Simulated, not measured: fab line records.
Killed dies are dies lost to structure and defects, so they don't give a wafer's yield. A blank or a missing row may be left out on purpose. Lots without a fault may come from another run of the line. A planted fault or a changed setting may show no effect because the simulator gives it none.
Matching of chambers / flow gf180mcu / GF_CONTACT_CMP_27 on cmp-02: 4 sister chambers
The step polishes, stops on SiO2, t overpolish 15 s, target thk 0 nm. 4 wafers are shown with their chamber, then 7 later ones without.

## WAFERS PAIRED WITH THEIR CHAMBERS
wafer=L420.3; chamber=0; motor current A (A)=10.3
wafer=L420.4; chamber=1; motor current A (A)=11.5
wafer=L422.2; chamber=3; motor current A (A)=10.5
wafer=L422.3; chamber=2; motor current A (A)=10.4

## WAFERS WHOSE CHAMBER IS MISSING
wafer=L422.5; motor current A (A)=11.1
wafer=L424.2; motor current A (A)=10.3
wafer=L424.5; motor current A (A)=9.9
wafer=L424.6; motor current A (A)=11.4
wafer=L426.3; motor current A (A)=10.2
wafer=L426.4; motor current A (A)=11.1
wafer=L426.5; motor current A (A)=10.7

## EACH ONE'S CHAMBER
wafer=L422.5; from the rows above=can't be placed: 1 or 3 or 2 or 0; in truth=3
wafer=L424.2; from the rows above=can't be placed: 0 or 2 or 3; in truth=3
wafer=L424.5; from the rows above=can't be placed: 0 or 2 or 3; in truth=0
wafer=L424.6; from the rows above=1; in truth=1
wafer=L426.3; from the rows above=can't be placed: 0 or 2 or 3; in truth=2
wafer=L426.4; from the rows above=can't be placed: 1 or 3 or 2 or 0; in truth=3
wafer=L426.5; from the rows above=can't be placed: 3 or 2 or 0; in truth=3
Placed correctly: 1 of 7. Can't be placed from these rows: 6 (the true chamber is among the candidates in 6). Wrongly placed: 0.
How it was worked out, from the rows above alone: a wafer's distance from a chamber is the root of the sum, over the readings, of the square of ((its reading less the chamber's mean) divided by the reading's scatter). The wafer belongs to the nearest chamber; if the next one is less than 2 further off, it can't be placed. For every chamber, the mean is computed from those of its wafers that are shown. The scatter (one wafer shown for each chamber): square how far every hidden wafer sits from the nearest shown wafer, average those squares and take the square root.
